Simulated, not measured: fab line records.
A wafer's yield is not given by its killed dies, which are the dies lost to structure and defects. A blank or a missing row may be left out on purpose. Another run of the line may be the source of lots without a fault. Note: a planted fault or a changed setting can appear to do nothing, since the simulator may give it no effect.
A single fault, viewed from 2 desks | flow gf180mcu | numbers are kept per desk, each desk with only its own; the story behind them comes last

AT THE TOOL OWNER'S DESK: pecvd-01
The tool's own readings at GF_SAB_CVD_00 (deposits SiO2 from TEOS, target thk 50 nm, time 4.9302 s): means of the sampled wafers that have a number, for each lot that ran on this tool. Marked OUT: a lot whose mean sits more than 4 standard deviations from the usual mean, which makes it out of limits; the brackets give that distance.
Columns: A = heater power w at GF_SAB_CVD_00, usual 634 W
lot  | first seen here | A
L846 | day 14 05:47    | 652
L853 | day 16 16:59    | 699
L859 | day 18 20:09    | 764
L860 | day 19 05:35    | 646
This desk found nothing out of limits on any of the 4 lots.

METROLOGY DESK
What the gauges read, lot by lot, whatever tool the lot ran on: means of the sampled wafers that have a number. Marked OUT: a lot whose mean sits more than 4 standard deviations from the usual mean, which makes it out of limits; the brackets give that distance.
Columns: A = cd nm at GF_NSD_CD_MEAS_07, usual 399.5 nm; B = SAB_CVD_00_THK at GF_SAB_THK_MEAS_01, usual 49.6 nm; C = CONTACT_CVD_00_THK at GF_CONTACT_THK_MEAS_01, usual 300.0 nm
lot  | first seen here | A     | B               | C
L846 | day 13 07:58    | 398.6 | 49.4            | 300.2
L847 | day 13 15:55    | 398.0 | 49.8            | 296.6
L851 | day 15 01:23    | 403.6 | 49.8            | 301.9
L853 | day 15 17:24    | 401.3 | 49.0            | 300.3
L855 | day 16 13:19    | 402.8 | 49.6            | 300.9
L859 | day 17 18:55    | 400.5 | 48.5            | 296.4
L860 | day 18 04:11    | 399.9 | 46.8 (-4.3) OUT | 299.8
L862 | day 18 17:30    | 400.9 | 49.1            | 302.2
L864 | day 19 14:06    | 396.6 | 49.0            | 301.0
L866 | day 20 01:27    | 401.8 | 49.7            | 299.8
L867 | day 20 11:02    | 398.1 | 49.3            | 299.3
L868 | day 20 19:26    | 400.3 | 49.4            | 298.9
L869 | day 21 06:46    | 400.1 | 50.5            | 296.2
This desk reports L860 out of limits; the earliest was L860 at day 19 05:38 (SAB_CVD_00_THK at GF_SAB_THK_MEAS_01). Within limits: L846, L847, L851, L853, L855, L859, L862, L864, L866, L867, L868, L869.

PUT TOGETHER
On L860, the metrology desk was in a position to raise an alarm at day 19 05:38.
Nothing out of limits was seen by the tool owner's desk.
The tool owner's desk has L860 on record, within its limits.
Every lot named ran GF_SAB_CVD_00 on pecvd-01.

WHAT HAD BEEN PUT IN BY THE SIMULATOR
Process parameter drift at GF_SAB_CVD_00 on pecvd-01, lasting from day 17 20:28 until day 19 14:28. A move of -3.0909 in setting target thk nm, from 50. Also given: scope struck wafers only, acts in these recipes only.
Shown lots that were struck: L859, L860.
Delay in hours, fault start to first out-of-limits reading, per desk: metrology desk 33.
